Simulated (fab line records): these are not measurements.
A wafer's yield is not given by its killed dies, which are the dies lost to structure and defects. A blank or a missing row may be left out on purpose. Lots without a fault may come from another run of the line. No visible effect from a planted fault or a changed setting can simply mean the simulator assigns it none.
fab line records -- flow gf180mcu -- part 2 of 2: steps 25 to 34 of 34
record: lots: 5, wafers: 15, last_day: 33
route steps=602 shown POLY_GATE@162 HV_LDD@176
lots with no fault: from the same line, run without faults
start_h: hours from the record's first day to the start of the lot's first wafer shown -- wait_h: how many hours have passed since the lot's step before this one -- " as in the row above -- L1.1+2: a single row standing in for several wafers -- - value missing, or start not given -- * or withheld: withheld -- < > ~ a bound
route shown NAME@n: a module of which the file shows steps, and the number in the route of the first -- usual: the fault-free wafers' mean and standard deviation -- same: alike in all rows -- chamber/n: place in a boat -- sites: readings site by site -- _std_site: the values' standard deviation -- _edge_site: the outer-site mean with the inner-site mean subtracted -- radius_mm: for every site, how far away it sits from the centre of the wafer -- mask NAME#n: copy n -- behind: tool/chamber where the wafer was last shaped -- hold: what put the lot on hold/how long, in hours/how the hold closed -- device: the transistor (n, p or np) that didn't switch -- end of line: the same wafers' tests at the end of the route -- a step without rows: its recipe alone -- killed: the dies lost at the first sort to structure and to defects; this is not the yield of the wafer -- map: a wafer's dies, marking killed ones x, the rest . and places with no die _
set.NAME: the setting that was run; set.NAME@STEP: the one run at that earlier step -- model.NAME: the simulator's own value behind a step, which no gauge read
certain route steps with their lots: each step a table, each wafer a row
services: from which hour (start_h, from the record's first day; less than 0 if before it) a tool's chamber was out of use, for how many hours, and why
== steps ==
step: GF_HV_LDD_STRIP_10
recipe: chemistry: O2/N2, power_w: 1400, pressure_mtorr: 1500, platen_temp_c: 250, o2_flow_sccm: 3000, n2_flow_sccm: 300, overash_fraction: 0.5
usual: drypump_motor_current_A: 5.7/0.54, heater_power_w: 346/25, oes_product_au: 0.716/0.0046, strip_time_to_endpoint_s: 12.643/0.029
lot.wafer,tool,chamber,start_h,wait_h,drypump_motor_current_A,heater_power_w,oes_product_au,rf_hours_counter_h,strip_time_to_endpoint_s
L084.2,plasma_asher-03,0,292.97,0.1,5.4,317,0.717,62,12.613
L084.3,plasma_asher-03,1,292.97,0.1,4.9,325,0.708,-,12.619
L084.6,plasma_asher-03,0,292.97,0.1,5.4,331,0.719,-,12.606
L086.3,plasma_asher-02,0,303.40,0.1,6.5,381,0.713,-,12.647
L086.5,plasma_asher-02,1,303.40,0.1,6.0,371,0.716,-,12.711
L086.6,plasma_asher-02,0,303.40,0.1,6.5,381,0.714,-,12.648
L090.2,plasma_asher-03,1,335.47,0.1,4.9,323,0.711,67,12.649
L090.3,plasma_asher-03,0,335.47,0.1,5.5,331,0.716,-,12.616
L090.4,plasma_asher-03,1,335.47,0.1,4.9,317,0.716,-,12.661
L091.2,plasma_asher-02,1,346.17,0.1,6.0,375,0.715,71,12.647
L091.4,plasma_asher-02,0,346.17,0.1,6.5,384,0.713,-,12.676
L091.6,plasma_asher-02,0,346.17,0.1,6.5,380,0.715,-,12.655
L093.1,plasma_asher-03,0,359.21,0.1,5.5,329,0.710,70,12.618
L093.2,plasma_asher-03,1,359.21,0.1,4.9,307,0.718,70,12.615
L093.3,plasma_asher-03,0,359.21,0.1,5.5,331,0.714,-,12.630
step: GF_HV_LDD_TW_MEAS_11
usual: HV_LDD_TW: 2448/23
lot.wafer,tool,chamber,start_h,wait_h,HV_LDD_TW
L084.2,film_metro-03,-,293.08,0.1,2441
L084.3,film_metro-03,-,293.08,0.1,2438
L084.6,film_metro-03,-,293.08,0.1,2452
L086.3,film_metro-04,-,303.49,0.1,2478
L086.5,film_metro-04,-,303.49,0.1,2481
L086.6,film_metro-04,-,303.49,0.1,2485
L090.2,film_metro-03,-,335.58,0.1,2460
L090.3,film_metro-03,-,335.58,0.1,2458
L090.4,film_metro-03,-,335.58,0.1,2450
L091.2,film_metro-03,-,346.28,0.1,2456
L091.4,film_metro-03,-,346.28,0.1,2460
L091.6,film_metro-03,-,346.28,0.1,2461
L093.1,film_metro-01,-,359.31,0.1,2409
L093.2,film_metro-01,-,359.31,0.1,2417
L093.3,film_metro-01,-,359.31,0.1,2421
step: GF_HV_LDD_DEHYDRATE_12
recipe: temp_c: 200, time_s: 60
usual: exhaust_pa: 44.9/0.84
lot.wafer,tool,chamber,start_h,wait_h,exhaust_pa
L084.2,litho_track-02,0,302.14,9.1,44.9
L084.3,litho_track-02,0,302.14,9.1,42.5
L084.6,litho_track-02,0,302.14,9.1,43.9
L086.3,litho_track-04,0,313.66,10.2,43.9
L086.5,litho_track-04,0,313.66,10.2,45.9
L086.6,litho_track-04,0,313.66,10.2,45.5
L090.2,litho_track-02,0,344.39,8.8,43.8
L090.3,litho_track-02,0,344.39,8.8,44.0
L090.4,litho_track-02,0,344.39,8.8,44.1
L091.2,litho_track-03,0,357.08,10.8,44.5
L091.4,litho_track-03,0,357.08,10.8,45.0
L091.6,litho_track-03,0,357.08,10.8,45.7
L093.1,litho_track-02,0,368.96,9.6,44.8
L093.2,litho_track-02,0,368.96,9.6,44.3
L093.3,litho_track-02,0,368.96,9.6,44.0
step: GF_HV_LDD_HMDS_13
recipe: prime_time_s: 60, prime_temp_c: 120
usual: exhaust_pa: 45.3/0.72
lot.wafer,tool,chamber,start_h,wait_h,exhaust_pa
L084.2,litho_track-02,0,302.29,0.1,46.1
L084.3,litho_track-02,0,302.29,0.1,46.9
L084.6,litho_track-02,0,302.29,0.1,46.5
L086.3,litho_track-04,0,313.81,0.1,44.8
L086.5,litho_track-04,0,313.81,0.1,44.0
L086.6,litho_track-04,0,313.81,0.1,45.0
L090.2,litho_track-02,0,344.54,0.1,45.8
L090.3,litho_track-02,0,344.54,0.1,45.4
L090.4,litho_track-02,0,344.54,0.1,44.9
L091.2,litho_track-03,0,357.23,0.1,45.3
L091.4,litho_track-03,0,357.23,0.1,46.0
L091.6,litho_track-03,0,357.23,0.1,45.9
L093.1,litho_track-02,0,369.11,0.1,44.0
L093.2,litho_track-02,0,369.11,0.1,44.4
L093.3,litho_track-02,0,369.11,0.1,44.0
step: GF_HV_LDD_COAT_14
recipe: resist: NOVOLAK, spin_rpm: 3000, resist_thk_nm: 1000
usual: dispense_pressure_kPa: 49.3/1.3, exhaust_pa: 44.9/0.79
lot.wafer,tool,chamber,start_h,wait_h,dispense_pressure_kPa,exhaust_pa
L084.2,litho_track-02,0,302.44,0.1,47.7,46.0
L084.3,litho_track-02,0,302.44,0.1,47.7,45.8
L084.6,litho_track-02,0,302.44,0.1,47.7,45.9
L086.3,litho_track-04,0,313.96,0.1,49.0,44.8
L086.5,litho_track-04,0,313.96,0.1,49.0,44.6
L086.6,litho_track-04,0,313.96,0.1,49.0,44.1
L090.2,litho_track-02,0,344.69,0.1,47.6,45.5
L090.3,litho_track-02,0,344.69,0.1,47.6,44.9
L090.4,litho_track-02,0,344.69,0.1,47.6,45.1
L091.2,litho_track-03,0,357.38,0.1,51.4,45.7
L091.4,litho_track-03,0,357.38,0.1,51.4,44.5
L091.6,litho_track-03,0,357.38,0.1,51.3,45.2
L093.1,litho_track-02,0,369.26,0.1,47.6,45.0
L093.2,litho_track-02,0,369.26,0.1,47.6,44.6
L093.3,litho_track-02,0,369.26,0.1,47.7,44.7
step: GF_HV_LDD_SOFTBAKE_15
recipe: temp_c: 90, time_s: 60, resist: NOVOLAK
usual: exhaust_pa: 44.9/0.95
lot.wafer,tool,chamber,start_h,wait_h,exhaust_pa
L084.2,litho_track-02,0,302.59,0.1,44.7
L084.3,litho_track-02,0,302.59,0.1,45.5
L084.6,litho_track-02,0,302.59,0.1,44.7
L086.3,litho_track-04,0,314.11,0.1,43.7
L086.5,litho_track-04,0,314.11,0.1,44.4
L086.6,litho_track-04,0,314.11,0.1,45.4
L090.2,litho_track-02,0,344.84,0.1,46.1
L090.3,litho_track-02,0,344.84,0.1,44.6
L090.4,litho_track-02,0,344.84,0.1,44.6
L091.2,litho_track-03,0,357.53,0.1,44.8
L091.4,litho_track-03,0,357.53,0.1,44.1
L091.6,litho_track-03,0,357.53,0.1,45.6
L093.1,litho_track-02,0,369.41,0.1,45.7
L093.2,litho_track-02,0,369.41,0.1,45.2
L093.3,litho_track-02,0,369.41,0.1,45.6
step: GF_HV_LDD_EXPOSE_16
recipe: mask_id: Pplus_LV_AREA, target_cd_nm: 400, na: 0.6, source_shape: conventional, sigma_outer: 0.6, dose_mj: 137.3
usual: exposure_dose_mJ_cm2: 137.33/0.13
lot.wafer,tool,chamber,start_h,wait_h,mask,exposure_dose_mJ_cm2
L084.2,iline_stepper-01,0,-,-,Pplus_LV_AREA#0,137.36
L084.3,iline_stepper-01,0,-,-,Pplus_LV_AREA#0,137.50
L084.6,iline_stepper-01,0,-,-,Pplus_LV_AREA#0,137.48
L086.3,iline_stepper-02,0,-,-,Pplus_LV_AREA#0,137.25
L086.5,iline_stepper-02,0,-,-,Pplus_LV_AREA#0,137.30
L086.6,iline_stepper-02,0,-,-,Pplus_LV_AREA#0,137.36
L090.2,iline_stepper-02,0,-,-,Pplus_LV_AREA#0,137.68
L090.3,iline_stepper-02,0,-,-,Pplus_LV_AREA#0,137.42
L090.4,iline_stepper-02,0,-,-,Pplus_LV_AREA#0,137.71
L091.2,iline_stepper-02,0,-,-,Pplus_LV_AREA#0,137.45
L091.4,iline_stepper-02,0,-,-,Pplus_LV_AREA#0,137.37
L091.6,iline_stepper-02,0,-,-,Pplus_LV_AREA#0,137.31
L093.1,iline_stepper-01,0,-,-,Pplus_LV_AREA#0,137.00
L093.2,iline_stepper-01,0,-,-,Pplus_LV_AREA#0,137.31
L093.3,iline_stepper-01,0,-,-,Pplus_LV_AREA#0,137.40
step: GF_HV_LDD_PEB_17
recipe: temp_c: withheld, time_s: *, resist: NOVOLAK
usual: exhaust_pa: 44.9/0.96
lot.wafer,tool,chamber,start_h,wait_h,exhaust_pa
L084.2,litho_track-02,0,-,-,46.0
L084.3,litho_track-02,0,-,-,44.0
L084.6,litho_track-02,0,-,-,44.4
L086.3,litho_track-03,0,-,-,43.9
L086.5,litho_track-03,0,-,-,44.9
L086.6,litho_track-03,0,-,-,44.8
L090.2,litho_track-04,0,-,-,44.6
L090.3,litho_track-04,0,-,-,44.8
L090.4,litho_track-04,0,-,-,45.2
L091.2,litho_track-04,0,-,-,43.9
L091.4,litho_track-04,0,-,-,44.2
L091.6,litho_track-04,0,-,-,43.2
L093.1,litho_track-03,0,-,-,44.3
L093.2,litho_track-03,0,-,-,45.2
L093.3,litho_track-03,0,-,-,44.3
step: GF_HV_LDD_DEVELOP_18
recipe: develop_time_s: 60, dev_temp_c: 23
usual: exhaust_pa: 45.0/0.93
lot.wafer,tool,chamber,start_h,wait_h,exhaust_pa
L084.2,litho_track-02,0,312.74,0.1,45.2
L084.3,litho_track-02,0,312.74,0.1,45.9
L084.6,litho_track-02,0,312.74,0.1,44.3
L086.3,litho_track-03,0,324.16,0.1,47.1
L086.5,litho_track-03,0,324.16,0.1,45.4
L086.6,litho_track-03,0,324.16,0.1,46.8
L090.2,litho_track-04,0,355.98,0.1,46.4
L090.3,litho_track-04,0,355.98,0.1,46.4
L090.4,litho_track-04,0,355.98,0.1,46.2
L091.2,litho_track-04,0,367.83,0.1,45.7
L091.4,litho_track-04,0,367.83,0.1,47.4
L091.6,litho_track-04,0,367.83,0.1,46.6
L093.1,litho_track-03,0,380.41,0.1,45.9
L093.2,litho_track-03,0,380.41,0.1,46.1
L093.3,litho_track-03,0,380.41,0.1,45.5
step: GF_HV_LDD_CD_MEAS_19
recipe: target_cd_nm: 400
usual: cd_nm: 393.9/2.1
lot.wafer,tool,chamber,start_h,wait_h,cd_nm
L084.2,cd_sem-01,-,312.88,0.1,391.8
L084.3,cd_sem-01,-,312.88,0.1,390.2
L084.6,cd_sem-01,-,312.88,0.1,391.8
L086.3,cd_sem-01,-,324.30,0.1,394.6
L086.5,cd_sem-01,-,324.30,0.1,394.2
L086.6,cd_sem-01,-,324.30,0.1,393.3
L090.2,cd_sem-01,-,356.13,0.1,394.8
L090.3,cd_sem-01,-,356.13,0.1,396.3
L090.4,cd_sem-01,-,356.13,0.1,396.2
L091.2,cd_sem-02,-,367.98,0.1,391.5
L091.4,cd_sem-02,-,367.98,0.1,390.3
L091.6,cd_sem-02,-,367.98,0.1,391.2
L093.1,cd_sem-02,-,380.56,0.1,391.0
L093.2,cd_sem-02,-,380.56,0.1,393.2
L093.3,cd_sem-02,-,380.56,0.1,392.2
== services ==
tool,chamber,start_h,hours,kind
rie_diel-01,3,248.47,12.8,repair
plasma_asher-02,-,248.96,9.1,pm
rie_diel-01,1,250.42,6.6,repair
krf_scanner-02,-,252.65,1.3,pm
krf_scanner-01,-,254.66,1.0,pm
rie_si-01,-,255.21,0.7,repair
krf_scanner-01,-,256.38,0.2,repair
plasma_asher-03,-,257.52,2.8,pm
furnace-02,-,261.93,2.7,pm
iline_stepper-02,-,274.81,1.7,pm
iline_stepper-02,-,277.01,5.2,repair
furnace-02,-,283.19,2.9,pm
furnace-02,-,286.08,2.2,pm
implanter-03,-,288.01,0.6,repair
rie_si-01,-,293.46,14.6,pm
iline_stepper-01,-,311.37,1.7,pm
implanter-03,-,314.70,2.6,repair
iline_stepper-01,-,318.43,0.5,repair
rie_si-01,3,324.48,10.0,repair
krf_scanner-01,-,342.08,1.3,pm
iline_stepper-02,-,361.58,4.8,repair
iline_stepper-01,-,365.48,1.6,repair
wet_bench-04,-,368.04,4.4,pm
krf_scanner-01,-,380.18,0.8,pm
